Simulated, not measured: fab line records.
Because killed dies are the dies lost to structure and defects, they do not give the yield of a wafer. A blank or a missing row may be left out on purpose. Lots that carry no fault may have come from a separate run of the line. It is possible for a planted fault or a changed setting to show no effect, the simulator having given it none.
What tool caused it? | flow gf180mcu | 18 wafers from 6 lots sampled at 2 of the route's 602 steps

== WHAT EACH GAUGE READ, for each wafer ==
GF_NWELL_OVL_MEAS_07.
lot  | measured    | on         | NWELL_OVL (nm)
L765 | day 4 00:23 | overlay-02 | -1.8 -1.8 -1.5
L767 | day 4 10:48 | overlay-01 | -1.3 -1.4 -3.6
L770 | day 5 01:48 | overlay-02 | 0.4 -0.9 -0.5
L775 | day 6 07:01 | overlay-01 | 38.4 40.6 39.4 36.9 39.3 38.5
L779 | day 7 05:11 | overlay-01 | -0.6 -0.7 -0.5
L783 | day 8 03:45 | overlay-01 | -2.8 -2.2 -1.2

== WHAT TOOL EACH LOT RAN ON (gives the tool, then ch and the chambers of the sampled wafers, and finally the start) ==
lot  | GF_NWELL_EXPOSE_04
L765 | ilineStepper-02 ch 0, day 3 17:35
L767 | ilineStepper-02 ch 0, day 4 04:56
L770 | ilineStepper-01 ch 0, day 4 19:17
L775 | ilineStepper-01 ch 0, day 5 23:48
L779 | ilineStepper-02 ch 0, day 6 21:38
L783 | ilineStepper-02 ch 0, day 7 19:40
- GF_NWELL_EXPOSE_04: exposes mask Nwell, target cd 860 nm.

== THE ANSWER, worked out from the rows above alone ==
Rule: the usual values come from the lots themselves. The widest of any qualifying gaps counts: lots, ordered by their means at a reading, are off when they make up no more than a third of the lots, leave a main group of 4 or more, and stand apart from it by 3 or more times the standard deviation of that group's means. The tables above print the reading to a certain number of digits; a main group whose means all agree to those digits is not used. A lot without any number at a reading at which 4 lots or more have one is off too. All remaining lots with rows at the step are treated as sound.
Off: L775, at GF_NWELL_OVL_MEAS_07 (NWELL_OVL). Main group: mean -1.4 nm, sd 0.75.
A tool fits if, at a process step before that reading, it ran every lot that is off, and no sound lot after the first of them. Gauges at GF_NWELL_OVL_MEAS_07: tried the same way as those tools. One candidate fits, namely ilineStepper-01 at GF_NWELL_EXPOSE_04. A fault onset in the window from L770 (day 4 19:17, its last sound lot) to L775 (day 5 23:48, its first lot off) fits.

== WHAT THE SIMULATOR HAD PUT IN ==
Scanner matching overlay: ilineStepper-01, from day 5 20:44 on, at GF_NWELL_EXPOSE_04. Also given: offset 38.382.
Struck lots among those shown: L775. Same finding as the rule above.
